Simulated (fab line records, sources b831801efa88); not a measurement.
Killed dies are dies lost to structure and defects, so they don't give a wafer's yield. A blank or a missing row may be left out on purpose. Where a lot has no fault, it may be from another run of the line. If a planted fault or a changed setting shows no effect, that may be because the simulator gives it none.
Which tool did it?    flow sky130    36 wafers from 12 lots sampled at 4 of the route's 708 steps

WHAT THE GAUGES SHOWED, per wafer
SKY_VIA1_BOW_MEAS_03.
lot   measured      on             VIA1_BOW (um)
L075  day 34 04:34  film-metro-03  80 90 86
L076  day 34 09:50  film-metro-04  89 83 76
L080  day 35 01:29  film-metro-02  86 84 77
L081  day 35 10:10  film-metro-02  76 88 75
L083  day 36 06:41  film-metro-03  75 86 81
L085  day 36 21:14  film-metro-03  84 79 79
L086  day 37 00:04  film-metro-04  83 75 88
L089  day 37 23:33  film-metro-04  77 83 70
L091  day 38 10:04  film-metro-03  80 79 89
L093  day 39 01:34  film-metro-03  74 75 87
L095  day 39 09:28  film-metro-03  82 75 72
L097  day 40 01:43  film-metro-02  80 76 70

EACH LOT AND THE TOOL THAT RAN IT (in order: tool; ch and the chambers of the sampled wafers; start)
lot   SKY_SD_P_STRIP_10                     SKY_CONTACT_CVD_00               SKY_METAL1_STRIP_20
L075  plasma-asher-04 ch 0,1, day 26 23:17  pecvd-03 ch 0,1, day 31 18:49    plasma-asher-03 ch 0,1, day 34 03:22
L076  plasma-asher-04 ch 0,1, day 27 01:37  pecvd-03 ch 0,2, day 31 23:59    plasma-asher-02 ch 0,1, day 34 08:25
L080  plasma-asher-03 ch 0,1, day 27 19:53  pecvd-03 ch 0,1, day 32 16:24    plasma-asher-03 ch 0,1, day 35 00:24
L081  plasma-asher-04 ch 0,1, day 28 06:48  pecvd-04 ch 0,1, day 33 01:36    plasma-asher-03 ch 0,1, day 35 09:04
L083  plasma-asher-04 ch 0,1, day 29 03:37  pecvd-04 ch 0,1,2, day 33 21:28  plasma-asher-02 ch 0,1, day 36 05:37
L085  plasma-asher-04 ch 0,1, day 29 18:11  pecvd-01 ch 0,1, day 34 13:10    plasma-asher-01 ch 0,1, day 36 20:07
L086  plasma-asher-03 ch 0,1, day 29 23:46  pecvd-01 ch 0,1,2, day 34 15:39  plasma-asher-03 ch 0,1, day 36 22:58
L089  plasma-asher-01 ch 0,1, day 31 00:07  pecvd-04 ch 0,2, day 35 14:50    plasma-asher-02 ch 0,1, day 37 22:29
L091  plasma-asher-04 ch 0,1, day 31 11:16  pecvd-03 ch 0,1,2, day 36 02:15  plasma-asher-01 ch 0,1, day 38 08:57
L093  plasma-asher-01 ch 0,1, day 32 03:41  pecvd-03 ch 1,2, day 36 18:00    plasma-asher-01 ch 0,1, day 39 00:04
L095  plasma-asher-01 ch 0,1, day 32 14:55  pecvd-04 ch 0,2, day 37 02:59    plasma-asher-01 ch 0,1, day 39 08:19
L097  plasma-asher-03 ch 0,1, day 33 05:34  pecvd-03 ch 0,1,2, day 37 19:45  plasma-asher-02 ch 0,1, day 40 00:39
- SKY_SD_P_STRIP_10: strips in O2/N2.
- SKY_CONTACT_CVD_00: deposits Si3N4, target thk 75 nm.
- SKY_METAL1_STRIP_20: strips in O2/N2.

THE ANSWER, worked out from the rows above alone
Rule: the lots themselves supply what counts as usual. Put in order of their means at a reading, lots are off if they are a third of the lots or fewer, leave a main group of 4 or more, and stand apart from it by a gap of 3 or more times the standard deviation of the main group's means; of several such gaps the widest counts. If all means in a main group match to the digits the tables above print for the reading, that group is not used. Also off: a lot with no number at a reading for which 4 or more lots have one. Any other lot the step has rows for is counted as sound.
No lot is off at any reading shown: from this, nothing can be told.

WHAT WAS PUT IN BY THE SIMULATOR
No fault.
